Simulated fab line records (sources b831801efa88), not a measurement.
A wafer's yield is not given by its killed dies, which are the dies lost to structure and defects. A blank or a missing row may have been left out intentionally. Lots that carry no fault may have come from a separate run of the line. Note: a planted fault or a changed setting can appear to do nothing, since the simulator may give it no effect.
fab line records    flow sky130    part 2 of 2: steps 43 to 43 of 43
[record] lots = 6  wafers = 18  last-day = 50
route steps=708 shown VIA2@519 METAL3@532 CAPM@537 PAD_OPEN@708
lots untouched by any fault: they come from a run of this same line in which no faults occurred
start-h: the number of hours between the record's first day and the start of the first shown wafer of the lot    wait-h: how many hours have passed since the lot's step before this one    " identical to the entry in the row above    L1.1+2: one row covering several wafers at once    - value missing, or start not given    * or withheld: withheld    < > ~ a bound
route shown NAME@n: NAME is a module with steps in the file, n the number in the route of the first one    usual: average and standard deviation across the fault-free wafers    same: alike in all rows    chamber/n: place in a boat    sites: readings site by site    _std_site: the standard deviation of these    _edge_site: the outer-site mean with the inner-site mean subtracted    radius-mm: how far each site lies from the wafer's centre    mask NAME#n: copy n    behind: the most recent tool/chamber to have shaped the wafer    hold: why the lot was held/for how many hours/how that ended    device: the transistor (n, p or np) that didn't switch    end of line: the tests these same wafers got at the end of their route    step lacking rows: just its recipe    killed: count of dies lost to structure and defects at first sort (not the wafer's yield)    map: a wafer's dies, marking killed ones x, the rest . and places with no die _
set.NAME: the setting the step ran with; set.NAME@STEP: the setting that earlier step ran with    model.NAME: the simulator's own value behind a step, which no gauge read
a table for each step, a row for each wafer; lots at some steps of the route
services: from which hour (start-h, from the record's first day; less than 0 if before it) a tool's chamber was out of use, for how many hours, and why
[[steps]]
[step SKY_PAD_OPEN_PROBE_99]
[usual] defect-limited-yield = 82.4/1.9  killed_at_M0_to_M3 = 43/6.5  killed_at_M4_up = 3.3/2  killed-at-contacts = 24/5.2  killed-at-front-end = 16/4.2  killed-at-other = 0.3/0.6  killed-dies = 87/9.3  killed-on-rim = 18/4.2  killed-open = 47/7.8  killed-short = 39/6.2  sort_bin_3_pad_short = 0.9/0.42  sort_bin_5_function = 10.5/1.4  sort_bin_6_memory = 6.3/0.97  sort-n-pass = 405/9.3  sort-yield-pct = 82.4/1.9
[same] gross-dies = 492  killed-at-back-side = 0  sort_bin_4_leakage[%] = 0  sort_bin_8_speed[%] = 0
lot.wafer  tool       chamber  start-h  wait-h  defect-limited-yield[%]  killed_at_M0_to_M3  killed_at_M4_up  killed-at-contacts  killed-at-front-end  killed-at-other  killed-dies  killed-on-rim  killed-open  killed-short  sort_bin_3_pad_short[%]  sort_bin_5_function[%]  sort_bin_6_memory[%]  sort-n-pass  sort-yield-pct[%]  model.etest.tester.sort-n-pass  model.etest.tester.sort-yield-pct  model.etest.tester.sort_bin_5_pct  model.etest.tester.sort_bin_6_pct  model.etest.tester.sort_bin_3_pct
L963.2     prober-01  -        1085.28  0.1     79.5                     43                  4                35                  19                   0                101          20             54           46            1.4                      10.8                    8.3                   391          79.5               391                             79.47                              10.77                              8.333                              1.423
L963.5     prober-01  -        1085.43  0.2     80.9                     38                  6                24                  25                   1                94           21             44           50            1.2                      10.4                    7.5                   398          80.9               398                             80.89                              10.37                              7.52                               1.22
L963.6     prober-01  -        1085.48  0.2     77.4                     58                  3                29                  21                   0                111          25             58           52            0.8                      13.8                    7.9                   381          77.4               381                             77.44                              13.82                              7.927                              0.813
L975.3     prober-01  -        1144.50  0.2     82.9                     37                  2                26                  19                   0                84           19             41           43            1.0                      11.0                    5.1                   408          82.9               408                             82.93                              10.98                              5.081                              1.016
L975.5     prober-01  -        1144.60  0.2     59.8                     167                 4                17                  7                    3                198          40             34           23            2.4                      25.4                    12.4                  294          59.8               294                             59.76                              25.41                              12.4                               2.439
L975.6     prober-01  -        1144.65  0.2     83.1                     34                  5                25                  19                   0                83           17             46           37            0.8                      9.1                     6.9                   409          83.1               409                             83.13                              9.146                              6.911                              0.813
L977.2     prober-02  -        1150.39  0.1     80.5                     51                  4                29                  12                   0                96           21             40           56            0.4                      12.4                    6.7                   396          80.5               396                             80.49                              12.4                               6.707                              0.4065
L977.3     prober-02  -        1150.44  0.2     80.7                     45                  1                23                  25                   1                95           22             54           41            0.8                      12.2                    6.3                   397          80.7               397                             80.69                              12.2                               6.301                              0.813
L977.6     prober-02  -        1150.59  0.2     61.4                     154                 2                19                  15                   0                190          39             32           39            2.2                      25.0                    11.4                  302          61.4               302                             61.38                              25                                 11.38                              2.236
L978.2     prober-01  -        1160.65  0.1     82.5                     46                  4                24                  11                   1                86           21             47           39            0.8                      10.4                    6.3                   406          82.5               406                             82.52                              10.37                              6.301                              0.813
L978.3     prober-01  -        1160.70  0.2     80.9                     47                  7                27                  13                   0                94           21             50           44            0.6                      13.2                    5.3                   398          80.9               398                             80.89                              13.21                              5.285                              0.6098
L978.6     prober-01  -        1160.85  0.2     80.9                     47                  3                28                  16                   0                94           21             54           40            1.4                      10.2                    7.5                   398          80.9               398                             80.89                              10.16                              7.52                               1.423
L981.1     prober-02  -        1180.40  0.1     83.5                     45                  2                21                  13                   0                81           5              43           36            0.6                      10.6                    5.3                   411          83.5               411                             83.54                              10.57                              5.285                              0.6098
L981.2     prober-02  -        1180.45  0.1     79.7                     47                  4                32                  15                   2                100          24             51           46            1.6                      10.6                    8.1                   392          79.7               392                             79.67                              10.57                              8.13                               1.626
L981.5     prober-02  -        1180.60  0.2     83.9                     33                  7                24                  15                   0                79           18             39           40            0.8                      8.3                     6.9                   413          83.9               413                             83.94                              8.333                              6.911                              0.813
L983.2     prober-02  -        1190.57  0.1     83.1                     42                  2                28                  11                   0                83           17             52           30            0.2                      10.2                    6.5                   409          83.1               409                             83.13                              10.16                              6.504                              0.2033
L983.3     prober-02  -        1190.62  0.2     83.1                     38                  2                20                  22                   1                83           20             46           35            1.0                      10.0                    5.9                   409          83.1               409                             83.13                              9.959                              5.894                              1.016
L983.4     prober-02  -        1190.67  0.2     79.5                     49                  2                29                  20                   1                101          18             53           48            0.6                      14.2                    5.7                   391          79.5               391                             79.47                              14.23                              5.691                              0.6098
// killed by level:class
L963.2 CONTACT:geometric-particle:open=12 LI_CONTACT:geometric-particle:open=10 VIA1:geometric-particle:open=8 FIELD_ISO:geometric-particle:open=7 METAL1:geometric-particle:short=7 POLY_GATE:geometric-particle:short=5 METAL3:geometric-particle:short=5 CONTACT:geometric-particle:short=5
L963.5 CONTACT:geometric-particle:open=8 FIELD_ISO:geometric-particle:short=7 VIA3:geometric-particle:open=7 FIELD_ISO:geometric-particle:open=6 POLY_GATE:geometric-particle:short=6 LOCAL_INTERCONNECT:geometric-particle:short=5 METAL1:geometric-particle:short=5 VIA1:geometric-particle:open=5
L963.6 CONTACT:geometric-particle:open=12 METAL1:geometric-particle:short=11 VIA1:geometric-particle:open=10 LI_CONTACT:geometric-particle:open=7 VIA2:geometric-particle:open=7 METAL2:geometric-particle:short=6 VIA3:geometric-particle:open=6 FIELD_ISO:geometric-particle:open=5
L975.3 VIA1:geometric-particle:open=10 POLY_GATE:geometric-particle:short=9 LI_CONTACT:geometric-particle:open=7 CONTACT:geometric-particle:open=7 CONTACT:geometric-particle:short=5 METAL2:geometric-particle:short=4 FIELD_ISO:geometric-particle:short=4 FIELD_ISO:geometric-particle:open=4
L975.5 VIA2:unspecified=141 VIA1:geometric-particle:short=6 LI_CONTACT:geometric-particle:open=5 VIA2:geometric-particle:open=5 VIA3:geometric-particle:open=5 CONTACT:geometric-particle:open=4 VIA1:geometric-particle:open=4 POLY_GATE:geometric-particle:open=3
L975.6 CONTACT:geometric-particle:open=11 VIA1:geometric-particle:open=10 VIA2:geometric-particle:open=8 LOCAL_INTERCONNECT:geometric-particle:short=7 POLY_GATE:geometric-particle:open=6 VIA1:geometric-particle:short=6 FIELD_ISO:geometric-particle:short=5 POLY_GATE:geometric-particle:short=5
L977.2 VIA1:geometric-particle:open=12 METAL2:geometric-particle:short=9 METAL1:geometric-particle:short=8 CONTACT:geometric-particle:open=7 VIA3:geometric-particle:open=7 LI_CONTACT:geometric-particle:open=7 CONTACT:geometric-particle:short=6 POLY_GATE:geometric-particle:short=5
L977.3 CONTACT:geometric-particle:open=9 VIA1:geometric-particle:open=9 POLY_GATE:geometric-particle:open=8 METAL1:geometric-particle:short=8 POLY_GATE:geometric-particle:short=7 LI_CONTACT:geometric-particle:open=7 VIA1:geometric-particle:short=5 VIA2:geometric-particle:open=5
L977.6 VIA2:unspecified=118 FIELD_ISO:geometric-particle:short=7 VIA1:geometric-particle:open=7 VIA1:geometric-particle:short=7 METAL1:geometric-particle:short=6 CONTACT:geometric-particle:open=6 VIA3:geometric-particle:open=5 CONTACT:geometric-particle:short=4
L978.2 VIA1:geometric-particle:open=16 METAL2:geometric-particle:short=12 LI_CONTACT:geometric-particle:open=8 CONTACT:geometric-particle:open=8 FIELD_ISO:geometric-particle:open=5 CONTACT:geometric-particle:short=5 METAL1:geometric-particle:short=5 FIELD_ISO:geometric-particle:short=4
L978.3 CONTACT:geometric-particle:open=11 METAL1:geometric-particle:short=9 VIA1:geometric-particle:open=9 METAL2:geometric-particle:short=9 LI_CONTACT:geometric-particle:short=5 LI_CONTACT:geometric-particle:open=5 LOCAL_INTERCONNECT:geometric-particle:short=5 VIA2:geometric-particle:open=5
L978.6 CONTACT:geometric-particle:open=14 VIA1:geometric-particle:open=8 VIA2:geometric-particle:open=7 VIA1:geometric-particle:short=7 LI_CONTACT:geometric-particle:open=6 VIA3:geometric-particle:open=6 VIA2:geometric-particle:short=6 POLY_GATE:geometric-particle:open=5
L981.1 VIA1:geometric-particle:open=7 LI_CONTACT:geometric-particle:open=7 VIA3:geometric-particle:open=7 METAL2:geometric-particle:short=6 CONTACT:geometric-particle:open=5 METAL1:geometric-particle:short=5 VIA1:geometric-particle:short=5 FIELD_ISO:geometric-particle:open=4
L981.2 VIA1:geometric-particle:open=11 LI_CONTACT:geometric-particle:open=9 CONTACT:geometric-particle:open=9 VIA3:geometric-particle:open=7 CONTACT:geometric-particle:short=6 METAL1:geometric-particle:short=6 LOCAL_INTERCONNECT:geometric-particle:short=5 VIA2:geometric-particle:open=4
L981.5 VIA1:geometric-particle:open=8 VIA3:geometric-particle:open=7 LI_CONTACT:geometric-particle:open=6 CONTACT:geometric-particle:open=6 METAL1:geometric-particle:short=6 METAL4:geometric-particle:short=6 LOCAL_INTERCONNECT:geometric-particle:short=5 FIELD_ISO:geometric-particle:short=4
L983.2 CONTACT:geometric-particle:open=10 VIA2:geometric-particle:open=8 VIA1:geometric-particle:open=8 LI_CONTACT:geometric-particle:open=7 VIA3:geometric-particle:open=7 CONTACT:geometric-particle:short=5 VIA1:geometric-particle:short=5 METAL2:geometric-particle:short=5
L983.3 VIA1:geometric-particle:open=11 POLY_GATE:geometric-particle:short=7 POLY_GATE:geometric-particle:open=6 CONTACT:geometric-particle:open=6 VIA2:geometric-particle:open=5 LI_CONTACT:geometric-particle:open=5 CONTACT:geometric-particle:short=5 VIA3:geometric-particle:open=5
L983.4 VIA2:geometric-particle:open=8 LI_CONTACT:geometric-particle:open=7 CONTACT:geometric-particle:short=7 CONTACT:geometric-particle:open=7 VIA1:geometric-particle:open=7 POLY_GATE:geometric-particle:open=6 METAL2:geometric-particle:short=6 VIA3:geometric-particle:open=6
// map L975.5 (x killed, . not)
__________.x.xx..x.x_________
________.....xxxx....._______
______.xx.xx..x....x.xxx_____
_____.x..x...x.x.x.x.x.x.____
____....x...x.xx.......x.x___
___.x..xx.x.xxx.x......xx.x__
__.xxx...xx..x.x.x...x.....x_
_...x..xx...x.x..xxx....xxxx.
_x.x..x.xx....x.x...x.x.xx...
_..xxxxx.x...x.....x..xxx..x.
_.x.....xx....x.x.x...x..x...
_.x.x..xx.xx.x.xxx...x..xx.xx
_.x.x..xx..x.....xxx.xxx...x.
_..x.......xx..xx...xx...xxx.
_xx.....x..x..xxx....x...x.xx
__x.xx...x......x..xx.x...xx_
___.xxx..x.x....xx.x..xx.xx__
____..x...xx...x..xx..x..x___
_____.x....xxxx..x..x....____
______x...xx....x.x....._____
________..xxxx..xx...x_______
__________x..xxxx..._________
// map L977.6 (x killed, . not)
__________..x..x.x.._________
________...xx...xxxxxx_______
______.x..x.....x..x..xx_____
_____x.........x.x.......____
____x.xx......xx...xx..x..___
___.xx..xx.x..xx.x.x.x.....__
__.xx................x.xx..._
_xxx...xxxxxxx.xxx.xx......xx
_x....xxx...xx.xxx..x.x...x.x
_x...xxx..xx..x....xx....x.xx
_....x..xxx..x.xxx..x.x..x..x
_.x..x....x...x..xx.xx....x..
_..x....x...x.x...x.xx.x.x.x.
_xx...xx....xx...x..x..x.xx..
_x.....xxx......x.x.x.....xx.
__.xxx.....x.x...x.x..xxx.xx_
___x...x.....x.xx.x.xx....x__
____x.x.x..x..xx...x....x.___
_____....x.x....x...x..x.____
______..xxxxx.xxx.x...xx_____
________x..xxxx.x.x..x_______
__________....x....._________
[[services]]
tool             chamber  start-h  hours  kind
cmp-01           -        841.60   0.8    repair
rie-diel-01      1        847.92   3.4    repair
plasma-asher-01  -        873.30   3.4    repair
cmp-02           -        874.48   5.8    pm
rie-diel-04      2        887.30   4.6    repair
rie-diel-04      3        894.37   6.5    repair
pvd-sputter-01   -        896.56   1.6    repair
cmp-02           -        899.95   0.3    repair
plasma-asher-04  -        901.03   2.8    repair
cvd-w-02         -        904.00   14.0   pm
cmp-01           -        912.00   4.0    pm
pvd-sputter-01   -        913.08   15.4   repair
pvd-sputter-03   -        918.28   13.5   repair
rie-diel-04      0        918.66   4.2    repair
cmp-01           -        929.97   4.2    pm
rie-diel-03      0        931.61   8.1    repair
pvd-sputter-01   -        937.92   5.3    repair
plasma-asher-01  -        938.68   2.8    pm
pvd-sputter-02   -        949.04   2.1    repair
pvd-sputter-02   -        953.54   2.9    repair
rie-diel-03      3        954.56   5.5    repair
cvd-w-01         1        956.68   3.5    repair
cmp-02           -        956.80   1.4    repair
rie-diel-03      1        971.70   4.8    repair
[[key]]
[first-sign] step = SKY_PAD_OPEN_PROBE_99  reading = killed_at_M0_to_M3  direction = up  sigmas = 18  usual = 43  struck = 160
[effect] step = SKY_PAD_OPEN_PROBE_99  reading = defect-limited-yield  direction = down  sigmas = 12  usual = 82.4  struck = 60.6
[model-effect] step = SKY_PAD_OPEN_PROBE_99  value = etest.tester.sort-n-pass  without = 413  struck = 298
met-at SKY_VIA2_CMP_24
struck-wafers L975.5,L977.6
[fault] kind = chamber-particle-source  tool = cmp-02  chamber = 1  onset-h = 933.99  steps = SKY_VIA2_CMP_24  rate-per-visit-cm2 = 0.65808  end-h = 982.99
